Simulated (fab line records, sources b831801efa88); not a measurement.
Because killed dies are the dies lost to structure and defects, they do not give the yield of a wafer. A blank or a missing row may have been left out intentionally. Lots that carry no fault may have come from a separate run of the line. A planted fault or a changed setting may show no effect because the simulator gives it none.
fab line records + flow sky130
[record]
- lots = 13
- wafers = 39
- lastDay = 50
route steps=708 shown SD_P@321 LOCAL_INTERCONNECT@400 VIA2@522
lots that met no fault: taken from a fault-free run of the same line
startH: the number of hours between the record's first day and the start of the first shown wafer of the lot + waitH: how many hours have passed since the lot's step before this one + " identical to the entry in the row above + L1.1+2: a row that stands for several wafers + - no value, or no start given + * or withheld: withheld + < > ~ a bound
route shown NAME@n: NAME is a module with steps in the file, n the number in the route of the first one + usual: mean/standard deviation of fault-free wafers + same: alike in all rows + chamber/n: place in a boat + sites: per-site readings + _std_site: standard deviation across them + _edge_site: inner sites' mean taken away from outer sites' mean + radiusMm: how far each site lies from the wafer's centre + mask NAME#n: copy n + behind: tool/chamber where the wafer was last shaped + hold: the reason the lot was held/the length of the hold in hours/how it ended + device: transistor that didn't switch, given as n, p or np + end of line: at the end of the route, the tests of the same wafers + for a step that has no rows: nothing shown but its recipe + killed: the dies lost at the first sort to structure and to defects; this is not the yield of the wafer + map: a wafer's dies, marking killed ones x, the rest . and places with no die _
set.NAME: the setting the step ran with; set.NAME@STEP: the setting that earlier step ran with + model.NAME: the simulator's own value behind a step, which no gauge read
route steps across a sampled set of lots; one table per step, one row per wafer
services: the hour from which a tool's chamber was out of use, counted from the record's first day as startH (under 0 if before that day), plus the number of hours and why
[[steps]]
[step SKY_SD_P_HMDS_01]
[recipe]
- primeTimeS = 60
- primeTempC = 120
[usual]
- exhaustPa = 44.8/0.9
- primeTempC = 120.00/0.12
| lot.wafer | tool          | chamber | startH | waitH | exhaustPa | primeTempC |
|-----------|---------------|---------|--------|-------|-----------|------------|
| L511.1    | lithoTrack-04 | 0       | 568.94 | 0.1   | 45.9      | 120.10     |
| L511.3    | "             | 0       | "      | "     | 45.6      | 120.11     |
| L511.4    | "             | 0       | "      | "     | 45.0      | 120.02     |
| L512.1    | lithoTrack-01 | 0       | 573.85 | 0.1   | 45.5      | 120.11     |
| L512.4    | "             | 0       | "      | "     | 44.0      | 119.85     |
| L512.6    | "             | 0       | "      | "     | 46.2      | 119.99     |
| L514.1    | lithoTrack-01 | 0       | 598.30 | 0.1   | 45.3      | 119.71     |
| L514.5    | "             | 0       | "      | "     | 44.4      | 119.65     |
| L514.6    | "             | 0       | "      | "     | 44.9      | 119.82     |
| L515.2    | lithoTrack-01 | 0       | 598.92 | 0.1   | 43.5      | 120.09     |
| L515.3    | "             | 0       | "      | "     | 44.0      | 120.31     |
| L515.4    | "             | 0       | "      | "     | 44.9      | 120.20     |
| L516.2    | lithoTrack-02 | 0       | 616.74 | 0.1   | 46.1      | 119.98     |
| L516.3    | "             | 0       | "      | "     | 44.5      | 120.13     |
| L516.5    | "             | 0       | "      | "     | 45.5      | 120.08     |
| L517.2    | lithoTrack-01 | 0       | 629.92 | 0.1   | 44.6      | 120.04     |
| L517.4    | "             | 0       | "      | "     | 45.1      | 120.06     |
| L517.5    | "             | 0       | "      | "     | 44.7      | 119.97     |
| L519.1    | lithoTrack-01 | 0       | 645.55 | 0.1   | 44.7      | 114.16     |
| L519.4    | "             | 0       | "      | "     | 44.7      | 114.24     |
| L519.5    | "             | 0       | "      | "     | 44.5      | 113.99     |
| L520.3    | lithoTrack-01 | 0       | 657.50 | 0.1   | 45.1      | 114.04     |
| L520.4    | "             | 0       | "      | "     | 42.9      | 114.08     |
| L520.5    | "             | 0       | "      | "     | 42.8      | 114.09     |
| L529.2    | lithoTrack-04 | 0       | 724.22 | 0.1   | 44.8      | 120.06     |
| L529.3    | "             | 0       | "      | "     | 45.6      | 120.23     |
| L529.6    | "             | 0       | "      | "     | 45.8      | 120.04     |
| L530.1    | lithoTrack-01 | 0       | 733.95 | 0.1   | 44.5      | 119.96     |
| L530.4    | "             | 0       | "      | "     | 43.5      | 119.94     |
| L530.5    | "             | 0       | "      | "     | 44.2      | 119.88     |
| L532.2    | lithoTrack-02 | 0       | 739.54 | 0.1   | 45.3      | 120.08     |
| L532.4    | "             | 0       | "      | "     | 45.3      | 120.12     |
| L532.5    | "             | 0       | "      | "     | 46.0      | 120.15     |
| L531.1    | lithoTrack-01 | 0       | 743.65 | 0.1   | 44.9      | 119.86     |
| L531.3    | "             | 0       | "      | "     | 46.8      | 120.03     |
| L531.4    | "             | 0       | "      | "     | 44.8      | 119.85     |
| L533.1    | lithoTrack-04 | 0       | 747.40 | 0.1   | 44.0      | 119.97     |
| L533.2    | "             | 0       | "      | "     | 44.2      | 120.00     |
| L533.4    | "             | 0       | "      | "     | 44.6      | 119.89     |
[step SKY_LOCAL_INTERCONNECT_ETCH_13]
[recipe]
- chemistry = N2/H2
- target = BARC
- ionEnergyEv = 200
- biasW = 100
- pressureMtorr = 30
- n2FlowSccm = 100
- h2FlowSccm = 200
- icpW = 500
- stopOn = SiO2
- timeS = 45.9
- targetDepthA = 600
[usual]
- drypumpMotorCurrentA = 5.6/0.34
- oesProductAu = 0.854/0.0045
- throttleValvePct = 13.225/0.0087
[same]
- timeS = 45.9
| lot.wafer | tool        | chamber | startH | waitH | drypumpMotorCurrentA | oesProductAu | rfHoursCounterH | throttleValvePct |
|-----------|-------------|---------|--------|-------|----------------------|--------------|-----------------|------------------|
| L511.1    | rieMetal-02 | 0       | 703.30 | 0.0   | 5.5                  | 0.859        | 15              | 13.226           |
| L511.3    | "           | 0       | "      | "     | 5.5                  | 0.863        | -               | 13.213           |
| L511.4    | "           | 0       | "      | "     | 5.5                  | 0.854        | -               | 13.232           |
| L512.1    | rieMetal-02 | 0       | 707.30 | 0.0   | 5.5                  | 0.848        | 15              | 13.225           |
| L512.4    | "           | 0       | "      | "     | 5.5                  | 0.852        | -               | 13.240           |
| L512.6    | "           | 0       | "      | "     | 5.5                  | 0.861        | -               | 13.222           |
| L514.1    | rieMetal-03 | 1       | 729.95 | 0.0   | 5.5                  | 0.859        | 6               | 13.239           |
| L514.5    | "           | 1       | "      | "     | 5.5                  | 0.849        | -               | 13.235           |
| L514.6    | "           | 0       | "      | "     | 5.9                  | 0.862        | -               | 13.228           |
| L515.2    | rieMetal-02 | 0       | 730.67 | 0.0   | 5.5                  | 0.856        | -               | 13.230           |
| L515.3    | "           | 0       | "      | "     | 5.5                  | 0.858        | -               | 13.219           |
| L515.4    | "           | 0       | "      | "     | 5.5                  | 0.858        | -               | 13.214           |
| L516.2    | rieMetal-03 | 1       | 747.25 | 0.0   | 5.5                  | 0.854        | 7               | 13.208           |
| L516.3    | "           | 0       | "      | "     | 5.9                  | 0.848        | -               | 13.195           |
| L516.5    | "           | 0       | "      | "     | 5.9                  | 0.857        | -               | 13.234           |
| L517.2    | rieMetal-03 | 0       | 760.57 | 0.0   | 5.9                  | 0.863        | 6               | 13.240           |
| L517.4    | "           | 0       | "      | "     | 5.9                  | 0.851        | -               | 13.219           |
| L517.5    | "           | 1       | "      | "     | 5.5                  | 0.855        | -               | 13.227           |
| L519.1    | rieMetal-02 | 1       | 773.25 | 0.0   | 5.8                  | 0.853        | 9               | 13.235           |
| L519.4    | "           | 1       | "      | "     | 5.7                  | 0.855        | -               | 13.212           |
| L519.5    | "           | 1       | "      | "     | 5.8                  | 0.859        | -               | 13.230           |
| L520.3    | rieMetal-03 | 1       | 785.40 | 0.1   | 5.4                  | 0.856        | -               | 13.220           |
| L520.4    | "           | 1       | "      | "     | 5.5                  | 0.858        | -               | 13.226           |
| L520.5    | "           | 1       | "      | "     | 5.4                  | 0.854        | -               | 13.218           |
| L529.2    | rieMetal-01 | 1       | 847.85 | 0.0   | 6.0                  | 0.856        | 15              | 13.220           |
| L529.3    | "           | 1       | "      | "     | 6.0                  | 0.853        | -               | 13.216           |
| L529.6    | "           | 0       | "      | "     | 4.9                  | 0.859        | -               | 13.216           |
| L530.1    | rieMetal-01 | 1       | 858.82 | 0.0   | 6.0                  | 0.851        | 15              | 13.213           |
| L530.4    | "           | 1       | "      | "     | 6.0                  | 0.855        | -               | 13.229           |
| L530.5    | "           | 0       | "      | "     | 4.9                  | 0.862        | -               | 13.216           |
| L532.2    | rieMetal-01 | 0       | 863.65 | 0.0   | 4.9                  | 0.844        | 16              | 13.230           |
| L532.4    | "           | 0       | "      | "     | 4.9                  | 0.854        | -               | 13.243           |
| L532.5    | "           | 0       | "      | "     | 4.9                  | 0.863        | -               | 13.242           |
| L531.1    | rieMetal-03 | 0       | 868.55 | 0.0   | 5.9                  | 0.853        | 11              | 13.242           |
| L531.3    | "           | 1       | "      | "     | 5.4                  | 0.852        | -               | 13.221           |
| L531.4    | "           | 0       | "      | "     | 5.9                  | 0.849        | -               | 13.237           |
| L533.1    | rieMetal-03 | 0       | 871.10 | 0.0   | 5.9                  | 0.858        | 11              | 13.213           |
| L533.2    | "           | 1       | "      | "     | 5.4                  | 0.844        | 13              | 13.227           |
| L533.4    | "           | 1       | "      | "     | 5.4                  | 0.857        | -               | 13.230           |
[step SKY_VIA2_ETCH_15]
[recipe]
- target = SiO2
- chemistry = C4F8/O2/Ar
- targetDepthNm = 546
- stopOn = TiN
- maskMaterial = KrF-thick
- sourceW = 1500
- biasW = 1200
- pressureMtorr = 40
- c4f8FlowSccm = withheld
- O2_flow_sccm = 6
- Ar_flow_sccm = 300
- timeS = 85.76
[usual]
- oesProductAu = 0.937/0.0049
[same]
- timeS = 85.76
| lot.wafer | tool       | chamber | startH  | waitH | oesProductAu | rfHoursCounterH |
|-----------|------------|---------|---------|-------|--------------|-----------------|
| L511.1    | rieDiel-01 | 3       | 846.80  | 0.0   | 0.941        | 7               |
| L511.3    | "          | 1       | "       | "     | 0.938        | 14              |
| L511.4    | "          | 0       | "       | "     | 0.938        | 4               |
| L512.1    | rieDiel-02 | 0       | 849.44  | 0.0   | 0.940        | 3               |
| L512.4    | "          | 1       | "       | "     | 0.934        | 15              |
| L512.6    | "          | 1       | "       | "     | 0.940        | -               |
| L514.1    | rieDiel-02 | 3       | 872.29  | 0.0   | 0.939        | 12              |
| L514.5    | "          | 2       | "       | "     | 0.934        | -               |
| L514.6    | "          | 3       | "       | "     | 0.936        | -               |
| L515.2    | rieDiel-01 | 3       | 872.94  | 0.0   | 0.941        | 8               |
| L515.3    | "          | 0       | "       | "     | 0.938        | 5               |
| L515.4    | "          | 1       | "       | "     | 0.945        | 14              |
| L516.2    | rieDiel-01 | 0       | 888.15  | 0.0   | 0.931        | 5               |
| L516.3    | "          | 1       | "       | "     | 0.939        | 14              |
| L516.5    | "          | 3       | "       | "     | 0.932        | -               |
| L517.2    | rieDiel-04 | 0       | 900.74  | 0.0   | 0.929        | 8               |
| L517.4    | "          | 2       | "       | "     | 0.933        | -               |
| L517.5    | "          | 3       | "       | "     | 0.940        | -               |
| L519.1    | rieDiel-02 | 3       | 911.44  | 0.0   | 0.937        | 13              |
| L519.4    | "          | 1       | "       | "     | 0.937        | 18              |
| L519.5    | "          | 2       | "       | "     | 0.937        | -               |
| L520.3    | rieDiel-02 | 0       | 922.75  | 0.0   | 0.932        | 5               |
| L520.4    | "          | 3       | "       | "     | 0.937        | 13              |
| L520.5    | "          | 3       | "       | "     | 0.936        | -               |
| L529.2    | rieDiel-04 | 0       | 980.59  | 0.0   | 0.931        | 11              |
| L529.3    | "          | 3       | "       | "     | 0.934        | 8               |
| L529.6    | "          | 3       | "       | "     | 0.932        | -               |
| L530.1    | rieDiel-04 | 2       | 988.85  | 0.0   | 0.944        | 23              |
| L530.4    | "          | 0       | "       | "     | 0.942        | 11              |
| L530.5    | "          | 3       | "       | "     | 0.950        | -               |
| L532.2    | rieDiel-01 | 1       | 992.20  | 0.0   | 0.934        | 17              |
| L532.4    | "          | 0       | "       | "     | 0.934        | 8               |
| L532.5    | "          | 3       | "       | "     | 0.931        | -               |
| L531.1    | rieDiel-02 | 3       | 998.44  | 0.0   | 0.933        | 16              |
| L531.3    | "          | 1       | "       | "     | 0.940        | 20              |
| L531.4    | "          | 2       | "       | "     | 0.938        | 16              |
| L533.1    | rieDiel-01 | 0       | 1002.70 | 0.0   | 0.939        | 8               |
| L533.2    | "          | 3       | "       | "     | 0.935        | 11              |
| L533.4    | "          | 1       | "       | "     | 0.930        | 17              |
[step SKY_VIA2_THK_MEAS_23]
[recipe]
- thkMeasGauge = xrf
- reads = W_of_VIA2_CVD_21
[usual]
- VIA2_W_THK = 424/5.9
| lot.wafer | tool         | chamber | startH  | waitH | VIA2_W_THK[nm] |
|-----------|--------------|---------|---------|-------|----------------|
| L511.1    | filmMetro-02 | -       | 847.80  | 0.1   | 421            |
| L511.3    | "            | -       | "       | "     | 428            |
| L511.4    | "            | -       | "       | "     | 423            |
| L512.1    | filmMetro-03 | -       | 850.44  | 0.1   | 419            |
| L512.4    | "            | -       | "       | "     | 417            |
| L512.6    | "            | -       | "       | "     | 421            |
| L514.1    | filmMetro-02 | -       | 873.29  | 0.1   | 427            |
| L514.5    | "            | -       | "       | "     | 428            |
| L514.6    | "            | -       | "       | "     | 434            |
| L515.2    | filmMetro-01 | -       | 873.92  | 0.1   | 411            |
| L515.3    | "            | -       | "       | "     | 422            |
| L515.4    | "            | -       | "       | "     | 409            |
| L516.2    | filmMetro-02 | -       | 889.12  | 0.1   | 424            |
| L516.3    | "            | -       | "       | "     | 417            |
| L516.5    | "            | -       | "       | "     | 417            |
| L517.2    | filmMetro-01 | -       | 901.72  | 0.1   | 426            |
| L517.4    | "            | -       | "       | "     | 421            |
| L517.5    | "            | -       | "       | "     | 429            |
| L519.1    | filmMetro-02 | -       | 912.42  | 0.1   | 430            |
| L519.4    | "            | -       | "       | "     | 425            |
| L519.5    | "            | -       | "       | "     | 435            |
| L520.3    | filmMetro-01 | -       | 923.74  | 0.1   | 429            |
| L520.4    | "            | -       | "       | "     | 430            |
| L520.5    | "            | -       | "       | "     | 429            |
| L529.2    | filmMetro-01 | -       | 981.57  | 0.1   | 430            |
| L529.3    | "            | -       | "       | "     | 432            |
| L529.6    | "            | -       | "       | "     | 430            |
| L530.1    | filmMetro-03 | -       | 989.81  | 0.1   | 421            |
| L530.4    | "            | -       | "       | "     | 424            |
| L530.5    | "            | -       | "       | "     | 417            |
| L532.2    | filmMetro-01 | -       | 993.21  | 0.1   | 424            |
| L532.4    | "            | -       | "       | "     | 421            |
| L532.5    | "            | -       | "       | "     | 424            |
| L531.1    | filmMetro-01 | -       | 999.42  | 0.1   | 428            |
| L531.3    | "            | -       | "       | "     | 430            |
| L531.4    | "            | -       | "       | "     | 428            |
| L533.1    | filmMetro-02 | -       | 1003.70 | 0.1   | 416            |
| L533.2    | "            | -       | "       | "     | 425            |
| L533.4    | "            | -       | "       | "     | 425            |
[[services]]
| tool        | chamber | startH | hours | kind   |
|-------------|---------|--------|-------|--------|
| rieMetal-02 | -       | 585.82 | 2.8   | pm     |
| rieDiel-02  | -       | 600.12 | 2.8   | pm     |
| rieMetal-02 | 1       | 610.34 | 15.3  | repair |
| rieDiel-02  | 0       | 635.52 | 4.0   | repair |
| rieDiel-02  | -       | 642.81 | 1.0   | repair |
| rieMetal-03 | -       | 651.69 | 2.8   | pm     |
| rieMetal-02 | 1       | 656.65 | 103.1 | repair |
| rieDiel-01  | 2       | 664.67 | 3.1   | repair |
| rieDiel-02  | 1       | 668.22 | 2.1   | repair |
| rieDiel-01  | 2       | 670.30 | 10.7  | repair |
| rieDiel-01  | 3       | 745.44 | 3.8   | repair |
| rieMetal-03 | 0       | 778.71 | 10.2  | repair |
| rieDiel-01  | 1       | 781.26 | 4.7   | repair |
| rieDiel-02  | 3       | 790.03 | 23.9  | repair |
| rieMetal-03 | 0       | 795.65 | 12.7  | repair |
| rieDiel-02  | -       | 815.98 | 0.4   | repair |
| rieMetal-02 | -       | 836.66 | 0.2   | repair |
| rieMetal-03 | 1       | 853.32 | 9.6   | repair |
| rieMetal-02 | -       | 874.29 | 1.4   | pm     |
| rieDiel-01  | 1       | 878.10 | 1.7   | repair |
| rieDiel-02  | 0       | 885.32 | 19.8  | repair |
| rieDiel-01  | 1       | 939.36 | 1.3   | repair |
| rieDiel-02  | -       | 955.24 | 1.5   | repair |
| rieDiel-02  | 0       | 992.54 | 2.4   | repair |
[[key]]
[firstSign]
- step = SKY_SD_P_HMDS_01
- reading = primeTempC
- direction = down
- sigmas = 47
- usual = *
- struck = *
effect none on later readings
metAt SKY_SD_P_HMDS_01
struckLots L519,L520
testerLeftOut L519,L520
notActingAt SKY_LOCAL_INTERCONNECT_ETCH_13,SKY_VIA2_ETCH_15,SKY_VIA2_THK_MEAS_23
onsetBetween 629.92 645.55
[fault]
- kind = processParameterDrift
- tool = lithoTrack-01
- chamber = -
- onsetH = 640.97
- steps = SKY_SD_P_HMDS_01
- channel = primeTempC
- offset = *
- shape = step
- endH = 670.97
- actsIn = *
- stated = *
// testerLeftOut: of these lots the tester's yield and bins aren't shown, on N5 and GAA mostly nor the transistor test; their killed dies are dies lost to structure and defects alone, not to doping, threshold or leakage, so they don't give the yield
